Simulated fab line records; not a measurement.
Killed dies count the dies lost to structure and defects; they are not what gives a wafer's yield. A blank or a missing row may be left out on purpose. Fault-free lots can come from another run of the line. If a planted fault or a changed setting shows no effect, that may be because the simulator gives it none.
What tool caused it? ; flow gf180mcu ; 12 lots with 36 wafers sampled at 4 steps, on a route of 602 steps

WHAT THE GAUGES SHOWED, per wafer
GF_V3_BOW_MEAS_05. Usual: V3_BOW typically reads 117 um, with standard deviation 9.6.
lot;measured;on;V3_BOW (um);flag
L510;day 21 07:35;film-metro-02;126 130 120;
L512;day 22 08:11;film-metro-03;124 112 125;
L513;day 22 12:54;film-metro-02;109 103 110;
L514;day 22 22:53;film-metro-02;113 111 110;
L515;day 23 08:32;film-metro-01;113 112 120;
L518;day 24 06:34;film-metro-02;126 111 122;
L519;day 24 13:16;film-metro-01;117 98 133;
L520;day 25 04:32;film-metro-02;122 108 119;
L521;day 25 11:32;film-metro-02;105 108 108;
L523;day 25 19:55;film-metro-02;119 112 125;
L524;day 26 07:47;film-metro-03;118 115 127;
L531;day 28 07:41;film-metro-02;103 98 116;

GF_M4_THK_MEAS_06: measures by xrf. Usual: M4_ALCU_THK typically reads 452 nm, with standard deviation 5.3.
lot;measured;on;M4_ALCU_THK (nm);flag
L510;day 22 09:22;film-metro-02;448 454 447;
L512;day 23 09:05;film-metro-04;459 457 463;
L513;day 23 13:16;film-metro-02;455 457 456;
L514;day 23 23:08;film-metro-03;452 448 446;
L515;day 24 08:38;film-metro-02;447 449 448;
L518;day 25 05:49;film-metro-02;456 448 450;
L519;day 25 12:56;film-metro-03;445 440 444;
L520;day 26 03:44;film-metro-02;445 439 440;
L521;day 26 10:13;film-metro-02;450 459 454;
L523;day 26 18:20;film-metro-02;454 451 455;
L524;day 27 06:03;film-metro-02;460 448 450;
L531;day 29 04:43;film-metro-02;453 459 459;

GF_M4_CD_MEAS_14: target cd 280 nm. Usual: cd-nm at 280.1 nm, with a standard deviation of 1.2.
lot;measured;on;cd-nm (nm);flag
L510;day 23 08:10;cd-sem-01;279.1 277.7 279.5;
L512;day 24 07:22;cd-sem-01;281.6 280.5 281.2;
L513;day 24 11:02;cd-sem-01;281.5 281.4 281.3;
L514;day 24 20:44;cd-sem-02;281.6 281.4 281.3;
L515;day 25 05:37;cd-sem-02;278.2 278.8 278.4;
L518;day 26 02:40;cd-sem-02;279.6 280.8 280.0;
L519;day 26 10:20;cd-sem-02;279.9 281.0 280.4;
L520;day 27 00:09;cd-sem-02;280.3 279.8 280.6;
L521;day 27 06:25;cd-sem-02;277.9 277.8 277.3;
L523;day 27 14:07;cd-sem-02;278.6 279.6 278.6;
L524;day 28 01:43;cd-sem-02;279.3 281.0 280.2;
L531;day 29 23:16;cd-sem-01;250.7 206.2 192.5;OFF

EACH LOT AND THE TOOL THAT RAN IT (in order: tool; ch and the chambers of the sampled wafers; start)
lot;GF_M4_EXPOSE_11
L510;krf-scanner-02 ch 0, day 22 20:46
L512;krf-scanner-02 ch 0, day 23 20:07
L513;krf-scanner-02 ch 0, day 24 00:22
L514;krf-scanner-02 ch 0, day 24 10:17
L515;krf-scanner-02 ch 0, day 24 19:11
L518;krf-scanner-02 ch 0, day 25 16:29
L519;krf-scanner-02 ch 0, day 25 23:40
L520;krf-scanner-02 ch 0, day 26 14:14
L521;krf-scanner-02 ch 0, day 26 20:34
L523;krf-scanner-01 ch 0, day 27 04:22
L524;krf-scanner-01 ch 0, day 27 15:41
L531;krf-scanner-02 ch 0, day 29 14:23
- GF_M4_EXPOSE_11: exposes mask Metal4, target cd 280 nm.

AS READ BY THE TOOLS THEMSELVES (means over the sampled wafers that have a number; for cases with no such wafer, the mark the record gives instead)
GF_M4_EXPOSE_11. Usual: exposure-dose-mJ-cm2 at 27.998, with a standard deviation of 0.029.
lot;tool;exposure-dose-mJ-cm2;flag
L510;krf-scanner-02;27.976;
L512;krf-scanner-02;28.043;
L513;krf-scanner-02;28.020;
L514;krf-scanner-02;27.988;
L515;krf-scanner-02;28.003;
L518;krf-scanner-02;27.970;
L519;krf-scanner-02;28.018;
L520;krf-scanner-02;27.996;
L521;krf-scanner-02;27.977;
L523;krf-scanner-01;28.025;
L524;krf-scanner-01;28.004;
L531;krf-scanner-02;26.067;OFF

THE ANSWER, worked out from the rows above alone
Rule: lot off if the mean of its wafers having a number is beyond 3 standard deviations from the usual mean. A lot without any number at a reading at which 4 lots or more have one is off too. Where the step has rows for the other lots, those lots are counted as sound. The gauges are gone through in route order, then the tools' own readings, and for those a lot's mean is taken as printed above. The first step at which some lot is off is used, and at that step the reading that is off furthest; a lot without a number counts as furthest.
Off at GF_M4_CD_MEAS_14 (cd-nm): L531.
A tool fits if, at a process step before that reading, it ran every lot that is off, and no sound lot after the first of them. Not tried: the gauges at GF_M4_CD_MEAS_14; whatever is off there is also off at GF_M4_EXPOSE_11, on other tools, and gauge error can't account for it. One fits: GF_M4_EXPOSE_11 on krf-scanner-02. Its last sound lot is L521 (day 26 20:34), its first lot that is off L531 (day 29 14:23): a fault that began between those two fits.
The tool's own readings at GF_M4_EXPOSE_11 bear it out: on the lots that are off they differ by more than 5 times the standard deviation of the sound lots' means. exposure-dose-mJ-cm2 reads 26.067 there against 28.002 on the sound lots.

WHAT WAS PUT IN BY THE SIMULATOR
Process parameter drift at GF_M4_EXPOSE_11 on krf-scanner-02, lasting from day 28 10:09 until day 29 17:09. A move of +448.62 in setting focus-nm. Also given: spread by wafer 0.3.
Lots struck among those shown: L531. The rule above reached the same finding.
